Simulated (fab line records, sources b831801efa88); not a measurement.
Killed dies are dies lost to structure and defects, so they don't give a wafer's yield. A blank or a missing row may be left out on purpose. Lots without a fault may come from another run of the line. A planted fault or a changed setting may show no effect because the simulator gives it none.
Which tool did it? | flow gf180mcu | 7 lots, 20 wafers sampled, at 1 step of a route of 602

WHAT THE GAUGES READ, wafer by wafer
GF_HV_LDD_CD_MEAS_07: target cd 400 nm.
lot  | measured     | on        | cd_nm (nm)
L818 | day 10 07:30 | cd_sem-01 | 398.8 400.2 399.5
L820 | day 10 17:43 | cd_sem-01 | 401.1 405.5 403.5
L827 | day 13 01:17 | cd_sem-02 | 401.6 402.0
L830 | day 13 22:28 | cd_sem-01 | 397.0 399.2 398.2
L835 | day 15 10:34 | cd_sem-02 | 404.3 400.8 402.8
L837 | day 16 07:40 | cd_sem-01 | 399.9 399.3 402.1
L839 | day 16 16:40 | cd_sem-02 | 402.8 403.6 405.1

WHICH TOOL RAN EACH LOT (tool, then ch and the chambers of the sampled wafers, then the start)
The record holds no process step before these readings.

THE ANSWER, worked out from the rows above alone
Rule: what is usual is taken from the lots themselves. Put in order of their means at a reading, lots are off if they are a third of the lots or fewer, leave a main group of 4 or more, and stand apart from it by a gap of 3 or more times the standard deviation of the main group's means; of several such gaps the widest counts. A main group whose means are all the same, to the digits that the tables above print for the reading, isn't used. A lot without any number at a reading at which 4 lots or more have one is off too. The other lots that the step has rows for count as sound.
No lot is off at any reading shown: from this, nothing can be told.

WHAT THE SIMULATOR HAD PUT IN
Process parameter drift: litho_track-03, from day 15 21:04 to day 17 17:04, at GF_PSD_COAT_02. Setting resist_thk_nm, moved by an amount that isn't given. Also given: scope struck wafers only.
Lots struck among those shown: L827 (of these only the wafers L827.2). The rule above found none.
